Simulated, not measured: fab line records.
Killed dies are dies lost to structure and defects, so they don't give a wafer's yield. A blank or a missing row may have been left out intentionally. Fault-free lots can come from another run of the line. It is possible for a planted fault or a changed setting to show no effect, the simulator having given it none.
The same fault as seen by 2 desks | flow sky130 | each desk holds nothing but its own numbers, with what lay behind them at the end

AT THE TOOL OWNER'S DESK: cvdW-02
The tool's own readings at SKY_VIA3_CVD_21 (deposits W, target thk 390 nm, time 117.31 s): means of the sampled wafers that have a number, for each lot that ran on this tool. A lot is out of limits, marked OUT, if its mean lies more than 4 standard deviations from the usual mean; the brackets give that distance.
Columns: A = heaterPowerOuterW at SKY_VIA3_CVD_21, usual 520 W; B = heaterPowerW at SKY_VIA3_CVD_21, usual 872 W; C = susceptorTempC at SKY_VIA3_CVD_21, usual 400.01 C
lot  | first seen here | A   | B   | C
L459 | day 42 07:47    | 502 | 847 | 399.93
L461 | day 43 02:01    | 504 | 874 | 399.91
L474 | day 46 06:17    | 494 | 813 | 399.63
L475 | day 46 14:40    | 502 | 828 | 400.04
L476 | day 46 22:04    | 483 | 768 | 400.05
Result from this desk: across the 5 lots, nothing is out of limits.

AT THE METROLOGY DESK
What the gauges read for every lot (on any tool): the sampled wafers with a number, averaged. A lot is out of limits, marked OUT, if its mean lies more than 4 standard deviations from the usual mean; the brackets give that distance.
Columns: A = VIA3_W_RS at SKY_VIA3_RS_MEAS_22, usual 0.295 ohm/sq; B = VIA3_W_THK at SKY_VIA3_THK_MEAS_23, usual 395 nm
lot  | first seen here | A               | B
L453 | day 40 16:37    | 0.293           | 395
L454 | day 40 22:59    | 0.297           | 388
L459 | day 42 07:56    | 0.448 (+43) OUT | 280 (-17) OUT
L461 | day 43 02:08    | 0.374 (+22) OUT | 338 (-8.3) OUT
L470 | day 45 07:56    | 0.292           | 402
L472 | day 45 21:50    | 0.296           | 398
L473 | day 46 00:57    | 0.297           | 386
L474 | day 46 06:24    | 0.289           | 397
L475 | day 46 14:48    | 0.292           | 411
L476 | day 46 22:12    | 0.296           | 388
Per this desk, out of limits: L459, L461; the first was L459, day 42 07:56 (VIA3_W_RS at SKY_VIA3_RS_MEAS_22). Within limits: L453, L454, L470, L472, L473, L474, L475, L476.

BROUGHT TOGETHER
Metrology desk: alarm possible at day 42 07:56 on L459, L461.
Nothing out of limits was seen by the tool owner's desk.
Tool owner's desk: L459, L461 on record, inside its limits.
All the named lots went through SKY_VIA3_CVD_21 on cvdW-02.

WHAT THE SIMULATOR HAD INSERTED
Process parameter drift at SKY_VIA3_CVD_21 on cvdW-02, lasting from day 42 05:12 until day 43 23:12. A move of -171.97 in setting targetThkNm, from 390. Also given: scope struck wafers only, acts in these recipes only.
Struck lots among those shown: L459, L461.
Delay in hours, fault start to first out-of-limits reading, per desk: metrology desk 3.
